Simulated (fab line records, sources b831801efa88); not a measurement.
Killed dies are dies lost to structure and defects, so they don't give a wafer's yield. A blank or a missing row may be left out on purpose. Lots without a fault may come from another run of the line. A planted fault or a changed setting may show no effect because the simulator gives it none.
Problem report in the 8D (eight disciplines) form, filled by code | flow gf180mcu | the parts of the form that need people (team, actions taken, sign-off) are left out

1. THE PROBLEM
V3_CVD_02_THK at GF_V3_THK_MEAS_03 reads a mean of 969 nm on 2 wafers of 1 lot; wafers without a fault read 849 nm with a standard deviation of 11. That is +11 standard deviations from the usual mean.
First seen on wafer L782.1, day 26 23:52, on film_metro-01. The record holds 35 wafers of 12 lots with a number at this step. Rule for "out", or "out of limits": more than 4 standard deviations from the usual mean. The other wafers with a number count as sound.

2. WHAT IT IS AND WHAT IT IS NOT
question                    | is                     | is not
which readings at this step | V3_CVD_02_THK          | -
which lots                  | L782                   | L766, L768, L769, L770, L771, L772, L773, L774, L776, L778, L780
which wafers of those lots  | all that have a number | -
read on which gauges        | film_metro-01          | film_metro-02, film_metro-04
when                        | from day 26 23:52      | up to then (33 sound wafers)

3. SUSPECTS, AND WHAT RULES EACH OUT
Counting: a tool at a process step up to the reading stays a suspect if it ran every lot that is out and no sound lot after the first of them.
- the gauge at GF_V3_THK_MEAS_03: ruled out. All the wafers that are out were read on film_metro-01, but those of them that GF_V3_CMP_04 has rows for are out there too, on other tools.
- pvd_sputter-01 at GF_V2_SPUTTER_22 (material TiN, target thk 10 nm, time 40 s): kept. It ran the lot that is out, L782 (day 26 01:25), and no sound lot after that; its last sound lot up to then is L780 (day 25 14:56).
- pecvd-02 at GF_V3_CVD_02 (deposits SiO2 from TEOS, target thk 850 nm, time 94.851 s): kept. It ran the lot that is out, L782 (day 26 23:48), and no sound lot after that; its last sound lot up to then is L780 (day 26 14:08).
Left after counting: pvd_sputter-01 at GF_V2_SPUTTER_22, pecvd-02 at GF_V3_CVD_02.

4. THE CAUSE (what the simulator had put in)
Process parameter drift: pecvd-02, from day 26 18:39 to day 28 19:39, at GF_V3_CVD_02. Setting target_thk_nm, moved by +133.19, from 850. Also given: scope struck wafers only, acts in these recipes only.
Counting left 2 suspects, and this tool is among them.

5. THE CHAIN OF EFFECTS, in route order
Each row: a reading whose mean over the struck wafers that have a number lies more than 3 standard deviations from the usual. Only readings for which the record gives a usual standard deviation are gone through. hours: the time from each lot's start at the first step in this table that gives one to its start at this step, as a median over the lots. sigmas: the change in usual standard deviations.
hours | step              | reading            | usual  | on struck wafers | change | sigmas
0     | GF_V3_THK_MEAS_03 | V3_CVD_02_THK      | 849 nm | 969              | +120   | +11
0     | GF_V3_CMP_04      | time_to_endpoint_s | 81 s   | 124              | +44    | +7.6
The process steps in it:
- GF_V3_CMP_04: polishes SiO2.
Later measuring or inspecting steps at which every struck wafer that the step has a row for has a number for every such reading, and none has moved that far: GF_V3_CD_MEAS_14.

6. WHAT WOULD HAVE CAUGHT IT SOONER
In this record the first reading out of limits at a measuring or inspecting step was taken at day 26 23:52, 5 hours after the fault began at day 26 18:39.
Of the tool readings at GF_V3_CVD_02 for which the record gives a usual standard deviation, none was out on any struck wafer, so an alarm limit of 4 standard deviations on them would not have fired.
All the lots that are out (1) had begun GF_V3_CVD_02 on pecvd-02 by day 26 23:52. A hold on the tool at that time would have spared none of them.
